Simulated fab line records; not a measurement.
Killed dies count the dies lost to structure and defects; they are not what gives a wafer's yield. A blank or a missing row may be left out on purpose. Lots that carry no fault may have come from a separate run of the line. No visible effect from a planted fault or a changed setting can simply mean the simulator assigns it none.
Problem report in the 8D (eight disciplines) form, filled by code | flow gf180mcu | the parts of the form that need people (team, actions taken, sign-off) are left out

## 1. WHAT IS WRONG
Mean SAB_CVD_00_THK at GF_SAB_THK_MEAS_01: 65.2 nm over 2 wafers in 2 lots; fault-free wafers: 49.9 nm, standard deviation 0.7. Measured from the usual mean, that is +22 standard deviations.
The first sign was on wafer L421.4 at day 17 11:42, on film metro-03. The record has a number at this step for 39 wafers belonging to 13 lots. By rule, "out" or "out of limits" means more than 4 standard deviations away from the usual mean. The other wafers with a number count as sound.

## 2. WHAT IT IS, AND WHAT IT ISN'T
question                    | is                           | is not
which readings at this step | SAB_CVD_00_THK               | -
which lots                  | L421, L423                   | L412, L414, L415, L422, L426, L429, L430, L431, L432, L433, L434
which wafers of those lots  | L421.4, L423.3               | L421.1, L421.6, L423.2, L423.5
read on which gauges        | film metro-01, film metro-03 | film metro-02
when                        | from day 17 11:42            | up to then (11 sound wafers); but 26 sound wafers of L422, L423, L426, L429, L430, L431, L432, L433, L434 came after

## 3. SUSPECTS, AND WHAT RULES EACH OUT
Counting: if a tool at a process step up to the reading ran every lot that is out, it stays a suspect. Sound lots after the first of them don't rule it out here, since some wafers of a struck lot are sound.
- ruled out: the gauge at GF_SAB_THK_MEAS_01. Those wafers that are out were read across 2 gauges (film metro-01, film metro-03).
- pecvd-04 at GF_SAB_CVD_00 (deposits SiO2 from TEOS, target thk 50 nm, time 4.9302 s): kept. It ran every lot that is out, first L421 (day 17 11:41); its last sound lot up to then is L414 (day 15 04:22).
- At GF_SAB_CVD_00, inside pecvd-04: chamber 0 took the wafers that are out, while their sound lot-mates went through chambers 1, 2.
Left after counting: pecvd-04 at GF_SAB_CVD_00.

## 4. THE CAUSE (what the simulator had put in)
pecvd-04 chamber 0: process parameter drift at GF_SAB_CVD_00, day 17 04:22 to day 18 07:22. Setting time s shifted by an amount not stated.
This tool alone remained once counting was done.

## 5. SEQUENCE OF EFFECTS, ordered by route
Each row: a reading whose mean over the struck wafers that have a number lies more than 3 standard deviations from the usual. Only readings whose record carries a usual standard deviation are examined. hours: median over the lots of the time between each lot's start at the first step of this table that gives one and its start at this step. sigmas: the change, counted in usual standard deviations.
hours | step               | reading        | usual   | on struck wafers | change | sigmas
0     | GF_SAB_THK_MEAS_01 | SAB_CVD_00_THK | 49.9 nm | 65.2             | +15.3  | +22

## 6. HOW IT WOULD HAVE BEEN CAUGHT EARLIER
In this record the first reading out of limits at a measuring or inspecting step was taken at day 17 11:42, 7 hours after the fault began at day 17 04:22.
Tool readings at GF_SAB_CVD_00 with a usual standard deviation given in the record: none out on any struck wafer, hence no alarm at a limit of 4 standard deviations on them.
Of the lots that are out (2), L423 began GF_SAB_CVD_00 on pecvd-04 after day 17 11:42. Had the tool been put on hold then, it would have been spared.
